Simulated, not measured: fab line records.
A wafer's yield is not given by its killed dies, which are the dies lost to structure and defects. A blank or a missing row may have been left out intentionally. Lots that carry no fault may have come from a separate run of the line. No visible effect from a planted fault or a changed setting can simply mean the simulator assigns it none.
Matching of chambers    flow sky130    SKY_VIA4_ETCH_12 on rie_diel-04 has 4 sister chambers
The step etches SiO2 in C4F8/O2/Ar, stops on TiN, target depth 580 nm. 8 wafers are shown with their chamber, then 7 later ones without.

## EACH WAFER AND ITS CHAMBER
wafer   chamber  oes_product_au (a.u.)
L078.3  0        0.931
L078.4  3        0.920
L078.6  2        0.927
L089.2  1        0.925
L089.3  3        0.926
L089.4  2        0.924
L087.1  0        0.922
L087.3  1        0.926

## WAFERS WITHOUT THEIR CHAMBER
wafer   oes_product_au (a.u.)
L087.4  0.932
L090.2  0.929
L090.3  0.939
L090.4  0.926
L094.2  0.927
L094.3  0.919
L094.6  0.925

## WHICH CHAMBER EACH WENT THROUGH
wafer   from the rows above                in truth
L087.4  can't be placed: 0 or 1 or 2 or 3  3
L090.2  can't be placed: 0 or 1 or 2 or 3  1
L090.3  can't be placed: 0 or 1 or 2 or 3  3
L090.4  can't be placed: 0 or 1 or 2 or 3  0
L094.2  can't be placed: 0 or 1 or 2 or 3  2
L094.3  can't be placed: 3 or 1 or 2 or 0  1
L094.6  can't be placed: 1 or 2 or 0 or 3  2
Correctly placed: 0 of 7. These rows do not allow placing 7 (true chamber among the candidates in 7). Number placed wrongly: 0.
How it was worked out, from the rows above alone: a wafer's distance from a chamber is the root of the sum, over the readings, of the square of ((its reading less the chamber's mean) divided by the reading's scatter). The wafer belongs to the nearest chamber; if the next one is less than 2 further off, it can't be placed. Each chamber's mean is taken over the wafers shown for it. The scatter is the square root of a quotient: the sum, over the shown wafers, of each reading's squared deviation from its chamber's mean, divided by wafers minus chambers.
